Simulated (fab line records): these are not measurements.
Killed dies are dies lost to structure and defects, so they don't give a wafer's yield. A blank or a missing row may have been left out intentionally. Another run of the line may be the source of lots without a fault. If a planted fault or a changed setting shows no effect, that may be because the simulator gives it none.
2 desks, one fault + flow gf180mcu + every desk sees just its own numbers, and what lay behind them comes last

## FOR THE TOOL OWNER'S DESK: cmp-02
The tool's own readings at GF_V5_CMP_26 (polishes, stops on SiO2, t overpolish 15 s, target thk 0 nm): means of the sampled wafers that have a number, for each lot that ran on this tool. Any lot whose mean is over 4 standard deviations away from the usual mean is out of limits and marked OUT; that distance is given in the brackets.
Columns: A = motor_current_A at GF_V5_CMP_26, usual 11.3 A; B = overpolish_run_s at GF_V5_CMP_26, usual 15.000 s; C = slurry_flow_ml_min at GF_V5_CMP_26, usual 150.0; D = time_to_endpoint_s at GF_V5_CMP_26, usual 86 s
| lot  | first seen here | A    | B      | C     | D  |
|------|-----------------|------|--------|-------|----|
| L411 | day 27 16:04    | 11.0 | 14.994 | 150.8 | 86 |
| L415 | day 29 02:13    | 11.0 | 14.993 | 149.6 | 84 |
| L421 | day 30 15:41    | 12.0 | 15.004 | 150.7 | 86 |
| L420 | day 30 18:25    | 11.4 | 15.001 | 150.1 | 87 |
| L422 | day 31 04:04    | 11.8 | 14.996 | 149.6 | 87 |
| L426 | day 31 22:59    | 11.4 | 15.007 | 150.1 | 92 |
| L425 | day 31 23:20    | 11.9 | 15.009 | 150.4 | 92 |
| L428 | day 32 19:40    | 11.3 | 15.010 | 150.4 | 84 |
This desk found nothing out of limits on any of the 8 lots.

## FROM THE METROLOGY DESK
Means of the sampled wafers that have a number, per lot and without regard to the tool the lot ran on: this is what the gauges read. Any lot whose mean is over 4 standard deviations away from the usual mean is out of limits and marked OUT; that distance is given in the brackets.
Columns: A = cd_nm at GF_V5_CD_MEAS_14, usual 260.0 nm
| lot  | first seen here | A     |
|------|-----------------|-------|
| L411 | day 27 14:50    | 261.3 |
| L413 | day 28 10:55    | 260.3 |
| L415 | day 29 00:54    | 260.0 |
| L417 | day 29 13:40    | 258.2 |
| L419 | day 30 06:46    | 259.8 |
| L421 | day 30 13:52    | 262.5 |
| L420 | day 30 17:04    | 261.4 |
| L422 | day 31 01:52    | 258.3 |
| L426 | day 31 21:42    | 259.0 |
| L425 | day 31 22:08    | 260.6 |
| L427 | day 32 10:44    | 258.6 |
| L428 | day 32 17:44    | 260.0 |
| L433 | day 33 22:49    | 259.3 |
This desk found nothing out of limits on any of the 13 lots.

## BROUGHT TOGETHER
The tool owner's desk saw nothing out of limits.
At the metrology desk, nothing out of limits was observed.

## WHAT HAD BEEN PUT IN BY THE SIMULATOR
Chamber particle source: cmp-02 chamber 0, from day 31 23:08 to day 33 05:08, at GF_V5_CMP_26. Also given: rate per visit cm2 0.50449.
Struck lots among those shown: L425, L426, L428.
